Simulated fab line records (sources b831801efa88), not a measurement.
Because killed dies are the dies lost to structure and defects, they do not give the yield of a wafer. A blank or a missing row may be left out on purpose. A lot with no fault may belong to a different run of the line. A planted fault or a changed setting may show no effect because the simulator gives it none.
Struck lot and sound lot, side by side ; flow sky130 ; 18 out of 708 route steps
Sound: these wafers, L217.3, L217.5, L217.6. The struck wafers were L225.1, L225.2, L225.4. The cause is given at the end.
For every step that has rows: the tool of each side, followed by ch and its chambers, followed by its first start. Under that, the readings that differ: sound wafers ; struck wafers ; difference of the means ; sigmas: that difference in standard deviations of wafers without a fault.
alike: readings with means less than 2 such deviations apart, plus words and numbers identical on both sides. not compared: withheld readings, readings lacking a value on some wafer, bounds such as >300 that could conceal the same value, and numbers that have no deviation in the record and whose values overlap.
Wherever a step has rows on one side only, a row that says differs or no value, or a row with sigmas, the two part there. Non-overlapping numbers with no deviation appear without sigmas and do not part them. A reading missing from all wafers of one side parts the sides only when that side holds two or more wafers.

SKY_FIELD_ISO_BOW_MEAS_00:
  sound on film-metro-03, day 1 20:02; struck on film-metro-03, day 3 12:00
  alike: INCOMING_BOW
then, 1 step without rows for these wafers: SKY_FIELD_ISO_OXIDATION_01 (stabilise 600 s, purge 300 s, target thk 12 nm).
SKY_FIELD_ISO_THK_MEAS_02:
  sound on film-metro-01, day 1 21:39; struck on film-metro-02, day 3 13:38
  alike: FIELD_ISO_OXIDATION_00_THK
then, 1 step without rows for these wafers: SKY_FIELD_ISO_CVD_03 (deposits Si3N4 from DCS/NH3, target thk 165 nm, time 2830 s).
SKY_FIELD_ISO_THK_MEAS_04:
  sound on film-metro-01, day 2 00:51; struck on film-metro-03, day 3 15:43
  alike: FIELD_ISO_CVD_03_THK
then, 3 steps without rows for these wafers: SKY_FIELD_ISO_DEHYDRATE_05 (time 60 s); SKY_FIELD_ISO_HMDS_06 (prime time 60 s); SKY_FIELD_ISO_COAT_07 (resist thk 60 nm).
SKY_FIELD_ISO_COAT_08: resist thk 450 nm.
  sound on litho-track-02 ch 0, day 2 07:00; struck on litho-track-02 ch 0, day 4 00:00
reading;sound;struck;difference;sigmas
model.KrF-thick_of_FIELD_ISO_COAT_08.thk-nm (nm);452.8 452.5 452.1;442.3 443.3 442.5;-9.8;
  alike: dispense-pressure-kPa
then, 4 steps without rows for these wafers: SKY_FIELD_ISO_SOFTBAKE_09 (time 90 s); SKY_FIELD_ISO_EXPOSE_10 (exposes mask FOM, target cd 150 nm); SKY_FIELD_ISO_PEB_11; SKY_FIELD_ISO_DEVELOP_12 (develop time 60 s).
SKY_FIELD_ISO_CD_MEAS_13 targets a cd of 150 nm.
  sound on cd-sem-01, day 2 15:53; struck on cd-sem-02, day 4 08:27
  alike: cd-nm
SKY_FIELD_ISO_ETCH_14: etches BARC in N2/H2, stops on SiO2, time 45.9 s, target depth 60 nm.
  sound on rie-diel-02 ch 1,2, day 2 15:58; struck on rie-diel-03 ch 0,1,3, day 4 08:34
  alike: drypump-motor-current-A, oes-product-au, rf-fwd-power-W, throttle-valve-pct
  not compared: rf-hours-counter-h
SKY_FIELD_ISO_ETCH_15: etches the open film in CHF3/O2, stops on Si, target depth 180 nm, time 72 s.
  sound on rie-diel-02 ch 1,2, day 2 16:01; struck on rie-diel-03 ch 0,1,3, day 4 08:37
  alike: drypump-motor-current-A, oes-product-au, rf-fwd-power-W, throttle-valve-pct
  not compared: rf-hours-counter-h, model.KrF-thick_of_FIELD_ISO_COAT_08.thk-nm
SKY_FIELD_ISO_STRIP_16: strips in O2/N2.
  sound on plasma-asher-02 ch 0,1, day 2 16:07; struck on plasma-asher-01 ch 0,1, day 4 08:40
reading;sound;struck;difference;sigmas
strip-time-to-endpoint-s (s);3.58 3.58 3.51;3.40 3.47 3.53;-0.09;-2
  alike: drypump-motor-current-A, oes-product-au
  not compared: rf-hours-counter-h
-- here the record skips 44 days between the struck wafers' starts before and after, leaving off in module FIELD_ISO and picking up in module PAD_OPEN (first step shown: number 708 of the route) --
SKY_PAD_OPEN_PROBE_99:
  sound on prober-02, day 46 01:39; struck on prober-02, day 47 23:14
reading;sound;struck;difference;sigmas
killed-at-contacts;33 29 35;23 20 18;-12;-2
  alike: killed_at_M0_to_M3, killed_at_M4_up, killed-at-front-end, killed-at-other, killed-dies, killed-open, killed-short

## WHERE THEY PART
First at SKY_FIELD_ISO_STRIP_16; last, within this record, at SKY_PAD_OPEN_PROBE_99.

WHY: what the simulator had put in
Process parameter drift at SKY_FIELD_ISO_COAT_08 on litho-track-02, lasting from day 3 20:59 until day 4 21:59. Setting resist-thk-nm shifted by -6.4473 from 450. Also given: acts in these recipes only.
